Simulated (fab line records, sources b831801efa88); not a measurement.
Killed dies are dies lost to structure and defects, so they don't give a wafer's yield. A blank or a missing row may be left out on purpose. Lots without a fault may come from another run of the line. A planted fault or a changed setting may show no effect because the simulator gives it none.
fab line records | flow sfq_line
record lots=6 wafers=18 last_day=92
route steps=325 shown I0@47 M1@58 I1@73 M2@88 M8@325
lots that met no fault: from a run of the same line without faults
start_h: hours from the record's first day to the start of the lot's first wafer shown | wait_h: hours since the lot's step before | " the same as in the row above | L1.1+2: a row that stands for several wafers | - no value, or no start given | * or withheld: withheld | < > ~ a bound
route shown NAME@n: a module of which the file shows steps, and the number in the route of the first | usual: mean/standard deviation of fault-free wafers | same: alike in all rows | chamber/n: place in a boat | sites: the reading at each site | _std_site: their standard deviation | _edge_site: outer sites' mean less inner sites' | radius_mm: how far each site lies from the wafer's centre | mask NAME#n: copy n | behind: the tool/chamber that last shaped the wafer | hold: why the lot was held/for how many hours/how that ended | device: the transistor (n, p or np) that didn't switch | end of line: the same wafers' tests at the end of the route | a step without rows: its recipe alone | killed: dies lost to structure and defects at the first sort, not the wafer's yield | map: a wafer's dies, x killed, . not, _ none there
set.NAME: the setting as run; set.NAME@STEP: as run at that earlier step | model.NAME: the simulator's own value behind a step, which no gauge read
lots at some steps of the route; a table a step, a row a wafer
services: from which hour (start_h, from the record's first day; less than 0 if before it) a tool's chamber was out of use, for how many hours, and why
## steps
# step SFQ_TRILAYER_I0_VIA_LITHO_COAT_036
# recipe resist=BARC spin_rpm=3000 resist_thk_nm=62
# step SFQ_TRILAYER_I0_VIA_LITHO_COAT_031
# recipe resist=KrF spin_rpm=3000 resist_thk_nm=650
# step SFQ_TRILAYER_I0_VIA_LITHO_SOFTBAKE_035
# recipe temp_c=withheld time_s=withheld resist=KrF
# step SFQ_TRILAYER_I0_VIA_LITHO_EXPOSE_032
# recipe mask_id=I0 na=0.6 source_shape=conventional sigma_outer=0.65 target_cd_nm=500 dose_mj=21.3
# step SFQ_TRILAYER_I0_VIA_LITHO_PEB_034
# recipe peb_temp_c=115 peb_time_s=60 resist=KrF
# step SFQ_TRILAYER_I0_VIA_LITHO_DEVELOP_033
# recipe time_s=60 resist=KrF
# step SFQ_I0_OVL_MEAS_908
# usual I0_OVL=2/5.7
# columns lot.wafer tool chamber start_h wait_h I0_OVL[nm]
L527.2 overlay-02 - 409.79 0.1 -1
L527.3 " - " " -2
L527.4 " - " " -7
L536.1 overlay-02 - 493.31 0.1 -1
L536.2 " - " " 5
L536.5 " - " " 5
L538.3 overlay-02 - 505.32 0.1 8
L538.4 " - " " 4
L538.6 " - " " -1
L541.3 overlay-02 - 515.29 0.1 3
L541.4 " - " " 0
L541.5 " - " " 2
L542.3 overlay-02 - 535.82 0.1 6
L542.4 " - " " 4
L542.5 " - " " 3
L548.2 overlay-02 - 573.01 0.1 -1
L548.3 " - " " -1
L548.4 " - " " 1
# step SFQ_TRILAYER_I0_VIA_BARC_OPEN_VIA_ETCH_046
# recipe mask_material=PR chemistry=O2 target_depth_nm=125 target=BARC source_w=500 bias_w=80 pressure_mtorr=30 time_s=41.7
# usual drypump_motor_current_A=5.9/0.46 oes_product_au=0.685/0.0045
# columns lot.wafer tool chamber start_h wait_h drypump_motor_current_A oes_product_au rf_hours_counter_h
L527.2 rie_diel-04 1 409.82 0.0 6.6 0.691 10
L527.3 " 3 " " 5.9 0.690 69
L527.4 " 2 " " 5.6 0.689 3
L536.1 rie_diel-02 0 493.34 0.0 6.1 0.687 90
L536.2 " 1 " " 5.0 0.690 2
L536.5 " 3 " " 6.3 0.689 -
L538.3 rie_diel-01 0 505.34 0.0 5.7 0.691 46
L538.4 " 3 " " 5.6 0.684 62
L538.6 " 3 " " 5.6 0.686 -
L541.3 rie_diel-01 3 515.32 0.0 5.6 0.687 62
L541.4 " 2 " " 6.0 0.681 2
L541.5 " 2 " " 6.0 0.687 -
L542.3 rie_diel-01 3 535.84 0.0 5.6 0.685 62
L542.4 " 0 " " 5.6 0.684 46
L542.5 " 0 " " 5.6 0.684 -
L548.2 rie_diel-01 2 573.04 0.0 6.0 0.682 3
L548.3 " 3 " " 5.6 0.688 63
L548.4 " 1 " " 6.3 0.689 37
# step SFQ_TRILAYER_I0_VIA_ETCH_VIA_ETCH_034
# recipe target=SiO2 stop_on=Nb mask_material=PR taper_deg=20 chemistry=CHF3 target_depth_nm=260 source_w=500 bias_w=80 pressure_mtorr=30 time_s=withheld
# step SFQ_TRILAYER_I0_VIA_STRIP_STRIP_035
# recipe gas=O2 power_w=200 platen_temp_c=40 overash_fraction=0.65 chemistry=O2 pressure_mtorr=50
# step SFQ_TRILAYER_I0_VIA_STRIP_SOLV_CLEAN_036
# recipe chemistry=NMP temp_c=70 time_s=600
# step SFQ_TRILAYER_M1_DEP_PRE_CLEAN_038
# recipe gas=Ar time_s=22.5 bias_v=250
# step SFQ_TRILAYER_M1_DEP_SPUTTER_037
# recipe material=Nb base_pressure_pa=1.33e-06 chamber_pressure_pa=0.1333 substrate_temp_c=20 resputter_cathode_voltage_v=400 target_thk_nm=200 power_w=2000 time_s=133.3
# usual throttle_valve_pct=30.5/0.98
# columns lot.wafer tool chamber start_h wait_h throttle_valve_pct model.Nb_of_TRILAYER_M1_DEP_SPUTTER_037.thk_nm
L527.2 pvd_sputter-06 - 410.78 0.0 30.6 199.1
L527.3 " - " " 30.4 198.5
L527.4 " - " " 29.5 202.3
L536.1 pvd_sputter-03 - 494.32 0.0 31.9 200.7
L536.2 " - " " 28.8 202.1
L536.5 " - " " 30.5 202.3
L538.3 pvd_sputter-06 - 506.32 0.0 30.6 197.7
L538.4 " - " " 29.6 246.6
L538.6 " - " " 30.7 198.6
L541.3 pvd_sputter-06 - 516.28 0.0 29.5 245.7
L541.4 " - " " 30.0 197.3
L541.5 " - " " 30.7 197.2
L542.3 pvd_sputter-05 - 536.80 0.0 30.4 194.8
L542.4 " - " " 30.1 197.1
L542.5 " - " " 30.2 198.6
L548.2 pvd_sputter-05 - 574.00 0.0 30.2 198.9
L548.3 " - " " 30.0 198.6
L548.4 " - " " 31.1 197.5
# step SFQ_M1_RS_MEAS_909
# recipe thk_meas_gauge=four-point-probe reads=Nb_of_TRILAYER_M1_DEP_SPUTTER_037
# usual M1_NB_RS=0.894/0.012
# columns lot.wafer tool chamber start_h wait_h M1_NB_RS[ohm/sq]
L527.2 film_metro-02 - 410.89 0.1 0.896
L527.3 " - " " 0.896
L527.4 " - " " 0.880
L536.1 film_metro-02 - 494.41 0.0 0.889
L536.2 " - " " 0.881
L536.5 " - " " 0.878
L538.3 film_metro-02 - 506.45 0.1 0.901
L538.4 " - " " 0.720
L538.6 " - " " 0.897
L541.3 film_metro-01 - 516.41 0.1 0.724
L541.4 " - " " 0.903
L541.5 " - " " 0.903
L542.3 film_metro-02 - 536.93 0.1 0.915
L542.4 " - " " 0.904
L542.5 " - " " 0.898
L548.2 film_metro-03 - 574.11 0.1 0.892
L548.3 " - " " 0.894
L548.4 " - " " 0.899
# step SFQ_TRILAYER_M1_LITHO_COAT_044
# recipe resist=BARC spin_rpm=2943 resist_thk_nm=62
# step SFQ_TRILAYER_M1_LITHO_COAT_039
# recipe resist=KrF spin_rpm=3000 resist_thk_nm=600
# step SFQ_TRILAYER_M1_LITHO_SOFTBAKE_043
# recipe temp_c=withheld time_s=withheld resist=KrF
# step SFQ_TRILAYER_M1_LITHO_EXPOSE_040
# recipe mask_id=M1 na=0.6 source_shape=conventional sigma_outer=0.65 target_cd_nm=500 dose_mj=14.4
# step SFQ_TRILAYER_M1_LITHO_PEB_042
# recipe peb_temp_c=115 peb_time_s=60 resist=KrF
# step SFQ_TRILAYER_M1_LITHO_DEVELOP_041
# recipe time_s=60 resist=KrF
# step SFQ_M1_OVL_MEAS_911
# usual M1_OVL=0/6.1
# columns lot.wafer tool chamber start_h wait_h M1_OVL[nm]
L527.2 overlay-01 - 564.61 0.1 14
L527.3 " - " " 10
L527.4 " - " " 12
L536.1 overlay-02 - 655.28 0.1 -12
L536.2 " - " " -1
L536.5 " - " " -4
L538.3 overlay-01 - 668.49 0.1 7
L538.4 " - " " -2
L538.6 " - " " -3
L541.3 overlay-02 - 679.29 0.1 -8
L541.4 " - " " -6
L541.5 " - " " -5
L542.3 overlay-01 - 695.26 0.1 0
L542.4 " - " " 2
L542.5 " - " " 0
L548.2 overlay-02 - 732.98 0.1 -10
L548.3 " - " " -4
L548.4 " - " " -9
# step SFQ_TRILAYER_M1_BARC_OPEN_METAL_ETCH_054
# recipe mask_material=PR chemistry=O2 target_depth_nm=125 target=BARC icp_w=600 bias_w=80 pressure_mtorr=10 time_s=41.7
# usual drypump_motor_current_A=5.5/0.45 oes_product_au=0.688/0.0044
# columns lot.wafer tool chamber start_h wait_h drypump_motor_current_A oes_product_au rf_hours_counter_h
L527.2 rie_metal-02 0 564.66 0.0 5.1 0.687 -
L527.3 " 0 " " 5.1 0.686 -
L527.4 " 0 " " 5.1 0.694 -
L536.1 rie_metal-02 1 655.31 0.0 5.4 0.686 10
L536.2 " 0 " " 5.1 0.686 35
L536.5 " 0 " " 5.0 0.682 -
L538.3 rie_metal-03 1 668.53 0.0 6.4 0.694 -
L538.4 " 0 " " 6.0 0.686 -
L538.6 " 0 " " 6.0 0.689 -
L541.3 rie_metal-03 1 679.33 0.0 6.3 0.688 -
L541.4 " 0 " " 6.0 0.691 -
L541.5 " 1 " " 6.4 0.697 -
L542.3 rie_metal-02 1 695.31 0.0 5.4 0.691 -
L542.4 " 0 " " 5.1 0.689 -
L542.5 " 0 " " 5.1 0.681 -
L548.2 rie_metal-02 1 733.01 0.0 5.4 0.692 23
L548.3 " 0 " " 5.1 0.680 -
L548.4 " 1 " " 5.4 0.692 -
# step SFQ_TRILAYER_M1_ETCH_METAL_ETCH_042
# recipe target=Nb stop_on=SiO2 mask_material=PR chemistry=Cl2/Ar target_depth_nm=240 icp_w=600 bias_w=80 pressure_mtorr=10 time_s=120
# usual drypump_motor_current_A=5.5/0.45 oes_product_au=0.892/0.0078
# columns lot.wafer tool chamber start_h wait_h drypump_motor_current_A oes_product_au rf_hours_counter_h
L527.2 rie_metal-02 0 564.80 0.1 5.1 0.893 -
L527.3 " 0 " " 5.1 0.893 -
L527.4 " 0 " " 5.0 0.894 -
L536.1 rie_metal-02 1 655.37 0.0 5.4 0.894 10
L536.2 " 0 " " 5.1 0.901 35
L536.5 " 0 " " 5.1 0.900 -
L538.3 rie_metal-03 1 668.61 0.1 6.4 0.894 -
L538.4 " 0 " " 6.0 1.010 -
L538.6 " 0 " " 6.0 0.888 -
L541.3 rie_metal-03 1 679.41 0.1 6.4 0.994 -
L541.4 " 0 " " 6.0 0.883 -
L541.5 " 1 " " 6.4 0.887 -
L542.3 rie_metal-02 1 695.39 0.1 5.4 0.877 -
L542.4 " 0 " " 5.1 0.891 -
L542.5 " 0 " " 5.1 0.894 -
L548.2 rie_metal-02 1 733.07 0.0 5.4 0.894 23
L548.3 " 0 " " 5.1 0.885 -
L548.4 " 1 " " 5.4 0.889 -
# step SFQ_TRILAYER_M1_STRIP_STRIP_043
# recipe gas=O2 power_w=200 platen_temp_c=40 overash_fraction=0.65 chemistry=O2 pressure_mtorr=50
# step SFQ_TRILAYER_M1_STRIP_SOLV_CLEAN_044
# recipe chemistry=NMP temp_c=70 time_s=600
# step SFQ_TRILAYER_I1_DEP_PECVD_045
# recipe material=SiO2 temp_c=150 time_s=111.11 pressure_torr=2.4 rf_w=183.3 precursor=SiH4/N2O target_thk_nm=500
# usual heater_power_w=85/8.7 throttle_valve_pct=24.1/1.1
# columns lot.wafer tool chamber start_h wait_h heater_power_w throttle_valve_pct
L527.2 pecvd-01 0 566.39 0.0 81 24.4
L527.3 " 1 " " 80 23.9
L527.4 " 0 " " 85 24.4
L536.1 pecvd-02 2 656.45 0.0 73 23.8
L536.2 " 0 " " 87 25.8
L536.5 " 1 " " 93 23.3
L538.3 pecvd-02 2 669.47 0.0 85 23.9
L538.4 " 1 " " 85 23.0
L538.6 " 2 " " 68 23.7
L541.3 pecvd-03 2 680.27 0.0 94 25.0
L541.4 " 1 " " 87 25.0
L541.5 " 2 " " 96 25.2
L542.3 pecvd-03 2 696.25 0.0 90 25.1
L542.4 " 1 " " 92 25.2
L542.5 " 2 " " 90 25.1
L548.2 pecvd-02 0 733.97 0.0 85 25.5
L548.3 " 2 " " 83 23.6
L548.4 " 0 " " 89 26.0
# step SFQ_TRILAYER_I1_CMP_CMP_046
# recipe material=SiO2 down_force_psi=3 platen_rpm=60 pad_velocity_m_s=0.94248
# step SFQ_I1_BOW_MEAS_912
# recipe mode=bow
# usual I1_BOW=1/7.4
# columns lot.wafer tool chamber start_h wait_h I1_BOW[um]
L527.2 film_metro-01 - 569.49 1.5 -3
L527.3 " - " " 3
L527.4 " - " " 0
L536.1 film_metro-02 - 659.95 2.5 2
L536.2 " - " " -1
L536.5 " - " " -11
L538.3 film_metro-02 - 672.59 1.0 -9
L538.4 " - " " -17
L538.6 " - " " -6
L541.3 film_metro-02 - 685.19 1.5 15
L541.4 " - " " 9
L541.5 " - " " 2
L542.3 film_metro-02 - 699.37 1.5 -9
L542.4 " - " " -13
L542.5 " - " " -5
L548.2 film_metro-01 - 756.16 1.0 2
L548.3 " - " " 7
L548.4 " - " " -1
# step SFQ_TRILAYER_I1_METRO_MEASURE_047
# step SFQ_TRILAYER_I1_VIA_LITHO_COAT_054
# recipe resist=BARC spin_rpm=3000 resist_thk_nm=62
# step SFQ_TRILAYER_I1_VIA_LITHO_COAT_049
# recipe resist=KrF spin_rpm=3000 resist_thk_nm=650
# step SFQ_TRILAYER_I1_VIA_LITHO_SOFTBAKE_053
# recipe temp_c=withheld time_s=withheld resist=KrF
# step SFQ_TRILAYER_I1_VIA_LITHO_EXPOSE_050
# recipe mask_id=I1 na=0.6 source_shape=conventional sigma_outer=0.65 target_cd_nm=500 dose_mj=21.71
# step SFQ_TRILAYER_I1_VIA_LITHO_PEB_052
# recipe peb_temp_c=115 peb_time_s=60 resist=KrF
# step SFQ_TRILAYER_I1_VIA_LITHO_DEVELOP_051
# recipe time_s=60 resist=KrF
# step SFQ_I1_OVL_MEAS_913
# usual I1_OVL=2/4.7
# columns lot.wafer tool chamber start_h wait_h I1_OVL[nm]
L527.2 overlay-02 - 731.78 0.1 8
L527.3 " - " " 5
L527.4 " - " " 6
L536.1 overlay-01 - 789.47 0.1 7
L536.2 " - " " 2
L536.5 " - " " 6
L538.3 overlay-02 - 797.88 0.1 -6
L538.4 " - " " -9
L538.6 " - " " -3
L541.3 overlay-02 - 809.88 0.1 7
L541.4 " - " " 6
L541.5 " - " " 7
L542.3 overlay-02 - 826.68 0.1 2
L542.4 " - " " 5
L542.5 " - " " 8
L548.2 overlay-02 - 883.36 0.1 2
L548.3 " - " " -1
L548.4 " - " " 1
# step SFQ_TRILAYER_I1_VIA_BARC_OPEN_VIA_ETCH_071
# recipe mask_material=PR chemistry=O2 target_depth_nm=125 target=BARC source_w=500 bias_w=80 pressure_mtorr=30 time_s=41.7
# usual drypump_motor_current_A=6.0/0.4 oes_product_au=0.685/0.0045
# columns lot.wafer tool chamber start_h wait_h drypump_motor_current_A oes_product_au rf_hours_counter_h
L527.2 rie_diel-01 1 731.81 0.0 6.3 0.693 39
L527.3 " 0 " " 5.6 0.689 49
L527.4 " 3 " " 5.6 0.686 0
L536.1 rie_diel-03 2 789.51 0.0 6.4 0.680 3
L536.2 " 1 " " 6.2 0.677 8
L536.5 " 0 " " 5.8 0.690 -
L538.3 rie_diel-03 1 797.91 0.0 6.2 0.682 8
L538.4 " 0 " " 5.7 0.685 -
L538.6 " 3 " " 6.3 0.680 -
L541.3 rie_diel-02 0 809.91 0.0 6.1 0.687 4
L541.4 " 2 " " 6.3 0.696 2
L541.5 " 1 " " 5.0 0.683 -
L542.3 rie_diel-02 0 826.71 0.0 6.1 0.689 4
L542.4 " 1 " " 5.0 0.689 7
L542.5 " 2 " " 6.4 0.687 -
L548.2 rie_diel-03 2 883.39 0.0 6.3 0.689 4
L548.3 " 1 " " 6.2 0.681 9
L548.4 " 3 " " 6.3 0.687 5
# step SFQ_TRILAYER_I1_VIA_ETCH_VIA_ETCH_052
# recipe target=SiO2 stop_on=Nb mask_material=PR taper_deg=20 chemistry=CHF3 target_depth_nm=260 source_w=480.9 bias_w=80 pressure_mtorr=30 time_s=withheld
# usual drypump_motor_current_A=6.0/0.4 oes_product_au=0.853/0.0051
# columns lot.wafer tool chamber start_h wait_h drypump_motor_current_A oes_product_au
L527.2 rie_diel-01 1 731.85 0.0 6.3 0.859
L527.3 " 0 " " 5.6 0.848
L527.4 " 3 " " 5.6 0.854
L536.1 rie_diel-03 2 789.55 0.0 6.3 0.847
L536.2 " 1 " " 6.2 0.857
L536.5 " 0 " " 5.7 0.861
L538.3 rie_diel-03 1 797.95 0.0 6.2 0.850
L538.4 " 0 " " 5.8 0.852
L538.6 " 3 " " 6.3 0.849
L541.3 rie_diel-02 0 809.95 0.0 6.0 0.858
L541.4 " 2 " " 6.4 0.844
L541.5 " 1 " " 5.0 0.845
L542.3 rie_diel-02 0 826.75 0.0 6.1 0.859
L542.4 " 1 " " 5.0 0.857
L542.5 " 2 " " 6.4 0.845
L548.2 rie_diel-03 2 883.43 0.0 6.3 0.856
L548.3 " 1 " " 6.2 0.853
L548.4 " 3 " " 6.2 0.857
# step SFQ_TRILAYER_I1_VIA_STRIP_STRIP_053
# recipe gas=O2 power_w=200 platen_temp_c=40 overash_fraction=0.65 chemistry=O2 pressure_mtorr=50
# step SFQ_TRILAYER_I1_VIA_STRIP_SOLV_CLEAN_054
# recipe chemistry=NMP temp_c=70 time_s=600
# step SFQ_TRILAYER_M2_DEP_PRE_CLEAN_056
# recipe gas=Ar time_s=22.5 bias_v=250
# step SFQ_M8_BOW_MEAS_951
# recipe mode=bow
# usual M8_BOW=9/11
# columns lot.wafer tool chamber start_h wait_h M8_BOW[um] model.etest.m1.ohm_sq
L527.2 film_metro-04 - 1844.81 0.0 -6 0.8934
L527.3 " - " " -1 0.8959
L527.4 " - " " -5 0.8791
L536.1 film_metro-01 - 1974.35 0.0 7 0.8862
L536.2 " - " " 5 0.8798
L536.5 " - " " -4 0.8791
L538.3 film_metro-01 - 1976.79 0.0 1 0.8995
L538.4 " - " " -7 0.7211
L538.6 " - " " 6 0.8953
L541.3 film_metro-01 - 1980.39 0.0 32 0.7237
L541.4 " - " " 27 0.9013
L541.5 " - " " 19 0.9017
L542.3 film_metro-03 - 2094.86 0.0 -1 0.9132
L542.4 " - " " -5 0.9022
L542.5 " - " " 3 0.8954
L548.2 film_metro-03 - 2219.36 0.0 4 0.8943
L548.3 " - " " 9 0.8955
L548.4 " - " " 0 0.9005
## services
# columns tool chamber start_h hours kind
rie_metal-02 1 410.76 2.3 repair
rie_diel-01 0 445.38 14.0 repair
rie_diel-03 2 448.58 11.1 repair
rie_diel-03 - 461.67 14.6 pm
rie_diel-03 0 505.10 1.3 repair
rie_diel-03 0 535.90 4.8 repair
rie_diel-02 - 567.36 0.7 repair
rie_diel-01 0 578.53 11.0 repair
rie_diel-01 2 586.68 11.7 repair
rie_diel-01 - 606.95 0.7 repair
rie_diel-02 0 607.63 2.4 repair
rie_diel-03 - 612.23 3.2 repair
rie_diel-03 1 700.66 1.5 repair
rie_diel-01 1 704.24 3.1 repair
rie_diel-01 - 721.82 1.3 repair
rie_diel-01 - 721.86 1.1 repair
rie_diel-03 1 738.97 13.0 repair
rie_diel-03 3 743.19 6.0 repair
rie_diel-01 3 766.40 5.6 repair
rie_diel-02 - 777.66 0.9 repair
rie_diel-03 2 795.70 7.8 repair
rie_diel-03 - 817.70 2.8 pm
rie_diel-03 1 831.79 3.7 repair
rie_diel-03 0 877.21 1.6 repair
## key
first_sign step=SFQ_M1_RS_MEAS_909 reading=M1_NB_RS direction=down sigmas=15 usual=0.894 struck=0.722
effect step=SFQ_TRILAYER_M1_ETCH_METAL_ETCH_042 reading=oes_product_au direction=up sigmas=14 usual=0.892 struck=1.002
model_effect step=SFQ_TRILAYER_M1_DEP_SPUTTER_037 value=Nb_of_TRILAYER_M1_DEP_SPUTTER_037.thk_nm without=199.1 struck=246.2
model_effect step=SFQ_M8_BOW_MEAS_951 value=etest.m1.ohm_sq without=0.8931 struck=0.7224
met_at SFQ_TRILAYER_M1_DEP_SPUTTER_037
struck_wafers L538.4,L541.3
onset_between 410.78 506.32
fault kind=process_parameter_drift tool=pvd_sputter-06 chamber=- onset_h=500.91 steps=SFQ_TRILAYER_M1_DEP_SPUTTER_037 channel=time_s offset=* shape=step end_h=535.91 acts_in=* stated=* scope=struck_wafers_only
